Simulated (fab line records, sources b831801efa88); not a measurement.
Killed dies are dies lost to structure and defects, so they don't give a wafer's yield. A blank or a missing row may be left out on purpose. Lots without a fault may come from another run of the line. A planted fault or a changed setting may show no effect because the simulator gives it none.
Tool commonality check | flow sky130 | 13 lots, 39 wafers sampled

WHY IT WAS OPENED
At SKY_VT_ADJUST_LVTN_TW_MEAS_21 the reading VT_ADJUST_LVTN_2_TW is flagged on 2 of 13 lots. Wafers without a fault read 187.9, standard deviation 1.2.
Rule: a lot is flagged when every wafer of it that has a number lies more than 4 standard deviations from that mean, or none has a number. The other lots count as sound.

lot  | measured     | on            | VT_ADJUST_LVTN_2_TW, wafer by wafer | flag
L477 | day 7 15:38  | film_metro-01 | 186.5 185.9 186.8                   |
L479 | day 8 10:17  | film_metro-02 | 189.2 189.3 189.8                   |
L481 | day 8 18:50  | film_metro-03 | 186.5 186.2 187.0                   |
L482 | day 9 04:35  | film_metro-03 | 187.3 187.2 187.3                   |
L485 | day 9 20:17  | film_metro-02 | 187.8 189.5 189.3                   |
L489 | day 10 23:05 | film_metro-03 | 186.5 186.8 186.7                   |
L490 | day 11 05:11 | film_metro-03 | 187.3 186.6 187.1                   |
L493 | day 12 02:37 | film_metro-03 | 188.0 188.5 188.4                   |
L494 | day 12 18:36 | film_metro-02 | 133.6 133.1 133.9                   | FLAGGED
L495 | day 12 23:40 | film_metro-01 | 133.0 132.5 132.9                   | FLAGGED
L498 | day 13 17:44 | film_metro-02 | 187.0 187.1 187.7                   |
L499 | day 13 22:23 | film_metro-02 | 187.9 188.2 187.6                   |
L500 | day 14 10:10 | film_metro-02 | 189.1 188.8 189.7                   |
The numbers of the flagged lots are 133.2 on average: -54.7 against the usual, or -46 standard deviations.

WHICH TOOL RAN EACH LOT
The record holds 1 process step before the reading, out of a route of 708 steps. In each cell: the tool, then ch and the chambers that the sampled wafers went through, then the start.
lot  | flag    | SKY_VT_ADJUST_LVTN_IMPLANT_19
L477 |         | implanter-04 ch 0, day 7 15:23
L479 |         | implanter-04 ch 0, day 8 10:02
L481 |         | implanter-03 ch 0, day 8 18:35
L482 |         | implanter-03 ch 0, day 9 04:22
L485 |         | implanter-04 ch 0, day 9 20:04
L489 |         | implanter-04 ch 0, day 10 22:50
L490 |         | implanter-01 ch 0, day 11 04:56
L493 |         | implanter-03 ch 0, day 12 02:23
L494 | FLAGGED | implanter-03 ch 0, day 12 18:23
L495 | FLAGGED | implanter-03 ch 0, day 12 23:25
L498 |         | implanter-01 ch 0, day 13 17:29
L499 |         | implanter-04 ch 0, day 13 22:10
L500 |         | implanter-04 ch 0, day 14 09:56
What these steps do:
- SKY_VT_ADJUST_LVTN_IMPLANT_19
- SKY_VT_ADJUST_LVTN_TW_MEAS_21

FLAGGED OVER TOTAL, TOOL BY TOOL (the gauges that took the reading come last)
step                          | tool          | lots run | flagged | share of the flagged lots | sound lots run after its first flagged lot
SKY_VT_ADJUST_LVTN_IMPLANT_19 | implanter-01  | 2        | 0       | none                      | -
SKY_VT_ADJUST_LVTN_IMPLANT_19 | implanter-03  | 5        | 2       | all                       | 0
SKY_VT_ADJUST_LVTN_IMPLANT_19 | implanter-04  | 6        | 0       | none                      | -
SKY_VT_ADJUST_LVTN_TW_MEAS_21 | film_metro-01 | 2        | 1       | some                      | 0
SKY_VT_ADJUST_LVTN_TW_MEAS_21 | film_metro-02 | 6        | 1       | some                      | 3 (L498,L499,L500)
SKY_VT_ADJUST_LVTN_TW_MEAS_21 | film_metro-03 | 5        | 0       | none                      | -

WHAT THE TABLE ALLOWS
1 row of the table ran every flagged lot: implanter-03 at SKY_VT_ADJUST_LVTN_IMPLANT_19.
- implanter-03 at SKY_VT_ADJUST_LVTN_IMPLANT_19: 2 of its 5 lots flagged. Its last sound lot is L493 (day 12 02:23), its first flagged lot L494 (day 12 18:23): a fault that began between those two fits. Its own readings lie more than 4 standard deviations out on every wafer of the flagged lots: dose_ions_cm2, faraday_current_uA.
One tool is left: implanter-03 at SKY_VT_ADJUST_LVTN_IMPLANT_19.

WHAT THE SIMULATOR HAD PUT IN
Process parameter drift: implanter-03, from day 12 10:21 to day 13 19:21, at SKY_VT_ADJUST_LVTN_IMPLANT_19. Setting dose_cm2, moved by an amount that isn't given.
Lots struck among those shown: L494, L495. The rule above found the same.
